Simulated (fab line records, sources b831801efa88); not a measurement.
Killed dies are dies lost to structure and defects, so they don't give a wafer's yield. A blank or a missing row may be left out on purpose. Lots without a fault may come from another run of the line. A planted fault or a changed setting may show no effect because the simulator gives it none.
Chamber matching | flow sky130 | SKY_VIA4_CMP_02 on cmp-01: 4 sister chambers
The step polishes SiO2. 8 wafers are shown with their chamber, then 12 later ones without.

WAFERS WITH THEIR CHAMBER
wafer  | chamber | motor_current_A (A)
L082.6 | 2       | 13.5
L089.3 | 3       | 11.4
L089.6 | 1       | 10.7
L090.4 | 3       | 10.7
L090.5 | 0       | 9.4
L091.1 | 0       | 9.2
L091.2 | 1       | 12.4
L091.4 | 2       | 13.2

WAFERS WITHOUT THEIR CHAMBER
wafer  | motor_current_A (A)
L094.1 | 10.1
L094.3 | 11.7
L094.6 | 13.1
L095.1 | 12.9
L095.4 | 10.4
L095.6 | 13.1
L096.1 | 9.6
L096.2 | 11.3
L096.3 | 10.5
L097.2 | 13.1
L097.5 | 9.7
L097.6 | 10.6

WHICH CHAMBER EACH WENT THROUGH
wafer  | from the rows above          | in truth
L094.1 | can't be placed: 0 or 3 or 1 | 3
L094.3 | can't be placed: 1 or 3      | 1
L094.6 | can't be placed: 2 or 1      | 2
L095.1 | can't be placed: 2 or 1      | 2
L095.4 | can't be placed: 3 or 0 or 1 | 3
L095.6 | can't be placed: 2 or 1      | 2
L096.1 | can't be placed: 0 or 3      | 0
L096.2 | can't be placed: 1 or 3      | 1
L096.3 | can't be placed: 3 or 1 or 0 | 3
L097.2 | can't be placed: 2 or 1      | 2
L097.5 | can't be placed: 0 or 3      | 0
L097.6 | can't be placed: 3 or 1 or 0 | 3
Placed correctly: 0 of 12. Can't be placed from these rows: 12 (the true chamber is among the candidates in 12). Placed wrongly: 0.
How it was worked out, from the rows above alone: a wafer's distance from a chamber is the root of the sum, over the readings, of the square of ((its reading less the chamber's mean) divided by the reading's scatter). The wafer belongs to the nearest chamber; if the next one is less than 2 further off, it can't be placed. A chamber's mean is the mean of its shown wafers. The scatter: the root of (the sum of the squares of (reading less its chamber's mean) over the shown wafers, divided by (wafers less chambers)).
